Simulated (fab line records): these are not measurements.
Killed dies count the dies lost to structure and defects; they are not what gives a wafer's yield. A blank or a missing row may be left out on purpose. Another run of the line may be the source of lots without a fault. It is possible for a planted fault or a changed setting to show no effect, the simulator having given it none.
Matching of chambers / flow sky130 / SKY_VIA1_CMP_24 on cmp-01 has 4 sister chambers
The step polishes, stops on SiO2, t overpolish 15 s, target thk 0 nm. 24 wafers are shown with their chamber, then 12 later ones without.

WAFERS WITH THEIR CHAMBER
wafer=L074.2; chamber=2; motor_current_A (A)=12.8; time_to_endpoint_s (s)=65; overpolish_run_s (s)=14.994
wafer=L074.4; chamber=3; motor_current_A (A)=10.7; time_to_endpoint_s (s)=65; overpolish_run_s (s)=15.006
wafer=L074.6; chamber=3; motor_current_A (A)=9.8; time_to_endpoint_s (s)=64; overpolish_run_s (s)=15.009
wafer=L075.3; chamber=1; motor_current_A (A)=12.0; time_to_endpoint_s (s)=67; overpolish_run_s (s)=15.000
wafer=L075.4; chamber=2; motor_current_A (A)=13.1; time_to_endpoint_s (s)=66; overpolish_run_s (s)=15.005
wafer=L075.5; chamber=0; motor_current_A (A)=10.4; time_to_endpoint_s (s)=70; overpolish_run_s (s)=15.009
wafer=L077.1; chamber=3; motor_current_A (A)=10.4; time_to_endpoint_s (s)=70; overpolish_run_s (s)=14.996
wafer=L077.4; chamber=2; motor_current_A (A)=13.0; time_to_endpoint_s (s)=69; overpolish_run_s (s)=14.993
wafer=L077.5; chamber=2; motor_current_A (A)=13.0; time_to_endpoint_s (s)=71; overpolish_run_s (s)=14.993
wafer=L084.1; chamber=3; motor_current_A (A)=10.3; time_to_endpoint_s (s)=62; overpolish_run_s (s)=14.994
wafer=L084.4; chamber=0; motor_current_A (A)=10.7; time_to_endpoint_s (s)=70; overpolish_run_s (s)=14.984
wafer=L084.5; chamber=2; motor_current_A (A)=13.0; time_to_endpoint_s (s)=68; overpolish_run_s (s)=14.997
wafer=L086.1; chamber=3; motor_current_A (A)=10.3; time_to_endpoint_s (s)=62; overpolish_run_s (s)=15.001
wafer=L086.3; chamber=1; motor_current_A (A)=12.1; time_to_endpoint_s (s)=69; overpolish_run_s (s)=15.008
wafer=L086.5; chamber=2; motor_current_A (A)=12.3; time_to_endpoint_s (s)=65; overpolish_run_s (s)=15.000
wafer=L087.1; chamber=1; motor_current_A (A)=12.4; time_to_endpoint_s (s)=67; overpolish_run_s (s)=15.016
wafer=L087.3; chamber=2; motor_current_A (A)=12.3; time_to_endpoint_s (s)=69; overpolish_run_s (s)=14.999
wafer=L087.6; chamber=3; motor_current_A (A)=9.8; time_to_endpoint_s (s)=68; overpolish_run_s (s)=14.997
wafer=L089.1; chamber=2; motor_current_A (A)=12.6; time_to_endpoint_s (s)=66; overpolish_run_s (s)=15.017
wafer=L089.2; chamber=1; motor_current_A (A)=12.6; time_to_endpoint_s (s)=66; overpolish_run_s (s)=14.993
wafer=L089.4; chamber=0; motor_current_A (A)=10.8; time_to_endpoint_s (s)=70; overpolish_run_s (s)=14.994
wafer=L091.4; chamber=3; motor_current_A (A)=10.5; time_to_endpoint_s (s)=68; overpolish_run_s (s)=14.985
wafer=L091.5; chamber=0; motor_current_A (A)=10.3; time_to_endpoint_s (s)=73; overpolish_run_s (s)=15.005
wafer=L091.6; chamber=1; motor_current_A (A)=11.5; time_to_endpoint_s (s)=72; overpolish_run_s (s)=15.002

SIGNATURES (averages over the wafers above)
reading=motor_current_A; chamber 0=10.550; chamber 1=12.120; chamber 2=12.762; chamber 3=10.257; scatter within a chamber=0.34
reading=time_to_endpoint_s; chamber 0=70.75; chamber 1=68.20; chamber 2=67.38; chamber 3=65.57; scatter within a chamber=2.48
reading=overpolish_run_s; chamber 0=14.99800; chamber 1=15.00380; chamber 2=14.99975; chamber 3=14.99829; scatter within a chamber=0.00873
Rule: for each reading, subtract the chamber's mean from the wafer's reading, divide by that reading's scatter and square the result; add these up over the readings and take the root, which gives the wafer's distance from the chamber. If the next closest chamber is less than 2 further off than the closest, the wafer can't be placed; otherwise it belongs to the closest. The scatter: the root of (the sum of the squares of (reading less its chamber's mean) over the shown wafers, divided by (wafers less chambers)).

WAFERS WHOSE CHAMBER IS MISSING
wafer=L094.3; motor_current_A (A)=13.3; time_to_endpoint_s (s)=68; overpolish_run_s (s)=15.006
wafer=L094.4; motor_current_A (A)=12.4; time_to_endpoint_s (s)=71; overpolish_run_s (s)=14.991
wafer=L094.6; motor_current_A (A)=10.4; time_to_endpoint_s (s)=66; overpolish_run_s (s)=15.004
wafer=L092.1; motor_current_A (A)=12.8; time_to_endpoint_s (s)=71; overpolish_run_s (s)=15.011
wafer=L092.3; motor_current_A (A)=10.4; time_to_endpoint_s (s)=73; overpolish_run_s (s)=14.991
wafer=L092.6; motor_current_A (A)=9.8; time_to_endpoint_s (s)=68; overpolish_run_s (s)=15.007
wafer=L095.1; motor_current_A (A)=12.9; time_to_endpoint_s (s)=63; overpolish_run_s (s)=15.007
wafer=L095.2; motor_current_A (A)=11.2; time_to_endpoint_s (s)=66; overpolish_run_s (s)=15.009
wafer=L095.3; motor_current_A (A)=12.3; time_to_endpoint_s (s)=65; overpolish_run_s (s)=15.000
wafer=L095.4; motor_current_A (A)=10.6; time_to_endpoint_s (s)=62; overpolish_run_s (s)=14.992
wafer=L095.5; motor_current_A (A)=12.8; time_to_endpoint_s (s)=64; overpolish_run_s (s)=14.997
wafer=L095.6; motor_current_A (A)=10.7; time_to_endpoint_s (s)=62; overpolish_run_s (s)=15.005

THE CHAMBER EACH PASSED THROUGH
wafer=L094.3; from the rows above=can't be placed: 2 or 1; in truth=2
wafer=L094.4; from the rows above=can't be placed: 1 or 2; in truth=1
wafer=L094.6; from the rows above=can't be placed: 3 or 0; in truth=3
wafer=L092.1; from the rows above=can't be placed: 2 or 1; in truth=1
wafer=L092.3; from the rows above=can't be placed: 0 or 3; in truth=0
wafer=L092.6; from the rows above=can't be placed: 3 or 0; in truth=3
wafer=L095.1; from the rows above=can't be placed: 2 or 1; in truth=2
wafer=L095.2; from the rows above=can't be placed: 1 or 0 or 3 or 2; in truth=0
wafer=L095.3; from the rows above=can't be placed: 1 or 2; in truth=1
wafer=L095.4; from the rows above=can't be placed: 3 or 0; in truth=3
wafer=L095.5; from the rows above=can't be placed: 2 or 1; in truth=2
wafer=L095.6; from the rows above=can't be placed: 3 or 0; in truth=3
0 of 12 placed correctly. These rows do not allow placing 12 (true chamber among the candidates in 12). Placed wrongly: 0.
